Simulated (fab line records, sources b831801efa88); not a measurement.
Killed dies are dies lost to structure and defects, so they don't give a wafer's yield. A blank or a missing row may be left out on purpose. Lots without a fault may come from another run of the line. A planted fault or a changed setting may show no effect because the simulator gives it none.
Which tool did it? | flow sky130 | 11 lots, 33 wafers sampled, at 3 steps of a route of 708

WHAT THE GAUGES READ, wafer by wafer
SKY_LDD_N_TW_MEAS_17.
lot  | measured     | on            | LDD_N_TW
L818 | day 17 12:47 | film_metro-02 | 2577 2558 2574
L819 | day 18 01:42 | film_metro-02 | 2543 2552 2551
L820 | day 18 12:50 | film_metro-01 | 2596 2602 2604
L821 | day 18 17:11 | film_metro-02 | 2566 2550 2567
L824 | day 20 03:57 | film_metro-01 | 2679 2665 2685 2684 2679 2691
L826 | day 21 22:10 | film_metro-02 | 2576 2575 2573
L830 | day 22 14:11 | film_metro-02 | 2661 2678 2680 2671 2680 2680
L836 | day 24 15:25 | film_metro-01 | 2603 2595 2606
L838 | day 25 08:53 | film_metro-03 | 2623 2604 2595
L840 | day 25 18:24 | film_metro-01 | 2587 2596 2619
L841 | day 25 22:11 | film_metro-01 | 2616 2605 2607

WHICH TOOL RAN EACH LOT (tool, then ch and the chambers of the sampled wafers, then the start)
lot  | SKY_LDD_N_IMPLANT_10            | SKY_LDD_N_STRIP_16
L818 | implanter-04 ch 0, day 17 11:49 | plasma_asher-04 ch 0,1, day 17 12:41
L819 | implanter-02 ch 0, day 18 00:44 | plasma_asher-02 ch 0,1, day 18 01:37
L820 | implanter-04 ch 0, day 18 11:50 | plasma_asher-01 ch 0,1, day 18 12:44
L821 | implanter-01 ch 0, day 18 16:11 | plasma_asher-01 ch 1, day 18 17:05
L824 | implanter-01 ch 0, day 20 02:38 | plasma_asher-02 ch 0,1, day 20 03:51
L826 | implanter-02 ch 0, day 21 21:10 | plasma_asher-04 ch 1, day 21 22:04
L830 | implanter-02 ch 0, day 22 12:52 | plasma_asher-02 ch 0,1, day 22 14:05
L836 | implanter-01 ch 0, day 24 14:28 | plasma_asher-01 ch 0,1, day 24 15:19
L838 | implanter-04 ch 0, day 25 07:55 | plasma_asher-02 ch 0,1, day 25 08:48
L840 | implanter-04 ch 0, day 25 17:24 | plasma_asher-02 ch 0,1, day 25 18:18
L841 | implanter-02 ch 0, day 25 21:11 | plasma_asher-04 ch 0,1, day 25 22:05
- SKY_LDD_N_IMPLANT_10
- SKY_LDD_N_STRIP_16: strips in O2/N2.

THE ANSWER, worked out from the rows above alone
Rule: what is usual is taken from the lots themselves. Put in order of their means at a reading, lots are off if they are a third of the lots or fewer, leave a main group of 4 or more, and stand apart from it by a gap of 3 or more times the standard deviation of the main group's means; of several such gaps the widest counts. A main group whose means are all the same, to the digits that the tables above print for the reading, isn't used. A lot without any number at a reading at which 4 lots or more have one is off too. The other lots that the step has rows for count as sound.
Off: L824, L830, at SKY_LDD_N_TW_MEAS_17 (LDD_N_TW). The main group: mean 2586, standard deviation 21.
A tool fits if, at a process step before that reading, it ran every lot that is off, and no sound lot after the first of them. The gauges at SKY_LDD_N_TW_MEAS_17 are tried like those tools. None of those tried fits.

WHAT THE SIMULATOR HAD PUT IN
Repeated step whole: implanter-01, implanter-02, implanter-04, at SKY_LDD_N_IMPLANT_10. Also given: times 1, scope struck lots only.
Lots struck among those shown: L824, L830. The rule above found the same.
